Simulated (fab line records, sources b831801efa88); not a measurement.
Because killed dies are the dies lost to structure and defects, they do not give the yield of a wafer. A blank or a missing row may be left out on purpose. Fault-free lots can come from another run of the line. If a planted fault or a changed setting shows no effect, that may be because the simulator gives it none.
The same fault as seen by 2 desks | flow sky130 | every desk sees just its own numbers, and what lay behind them comes last

## THE TOOL OWNER'S DESK: hdpcvd-02
The tool's own readings at SKY_VIA3_HDPCVD_00 (deposits SiO2, target thk 1635 nm, time 272.5 s): means of the sampled wafers that have a number, for each lot that ran on this tool. A lot is out of limits, marked OUT, if its mean lies more than 4 standard deviations from the usual mean; the brackets give that distance.
Columns: A = pressure mtorr at SKY_VIA3_HDPCVD_00, usual 6.001 mTorr
lot  | first seen here | A
L363 | day 38 05:45    | 6.009
L365 | day 38 12:02    | 6.003
L369 | day 39 22:48    | 6.000
L372 | day 41 00:24    | 5.998
L381 | day 43 09:14    | 5.991
Finding of this desk: none of the 5 lots has anything out of limits.

## AT THE METROLOGY DESK
What the gauges read for every lot (on any tool): the sampled wafers with a number, averaged. A lot is out of limits, marked OUT, if its mean lies more than 4 standard deviations from the usual mean; the brackets give that distance.
Columns: A = cd nm at SKY_METAL1_CD_MEAS_15, usual 140.4 nm; B = VIA1_OVL at SKY_VIA1_OVL_MEAS_13, usual 1 nm; C = VIA3_HDPCVD_THK at SKY_VIA3_THK_MEAS_01, usual 1634 nm
lot  | first seen here | A     | B   | C
L363 | day 32 08:10    | 140.7 | 5   | 1655
L364 | day 32 09:17    | 138.7 | 5   | 1643
L365 | day 32 14:56    | 138.7 | 3   | 1615
L366 | day 33 06:13    | 140.2 | 4   | 1655
L369 | day 34 02:08    | 139.8 | 3   | 1400 (-14) OUT
L370 | day 34 13:03    | 142.3 | -2  | 1630
L372 | day 35 04:40    | 141.0 | 7   | 1513 (-7.1) OUT
L376 | day 36 02:01    | 140.3 | 3   | 1645
L378 | day 36 20:35    | 143.2 | 3   | 1632
L381 | day 37 20:46    | 140.5 | 3   | 1644
L382 | day 38 20:04    | 141.1 | -10 | 1634
This desk finds L369, L372 out of limits, with the earliest case on L369 at day 39 22:58 (VIA3_HDPCVD_THK at SKY_VIA3_THK_MEAS_01). L363, L364, L365, L366, L370, L376, L378, L381, L382 stayed within limits.

## PUT TOGETHER
Metrology desk: alarm possible at day 39 22:58 on L369, L372.
The desk of the tool owner found nothing out of limits.
The tool owner's desk has L369, L372 on record, within its limits.
SKY_VIA3_HDPCVD_00 was run on hdpcvd-02 by each of the lots named.

## WHAT THE SIMULATOR HAD INSERTED
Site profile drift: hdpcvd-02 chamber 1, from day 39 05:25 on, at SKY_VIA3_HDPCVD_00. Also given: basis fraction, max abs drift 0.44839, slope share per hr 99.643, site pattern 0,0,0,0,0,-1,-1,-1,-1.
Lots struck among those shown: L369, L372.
Time in hours between the start of the fault and the first out-of-limits reading at each desk: metrology desk, 18.
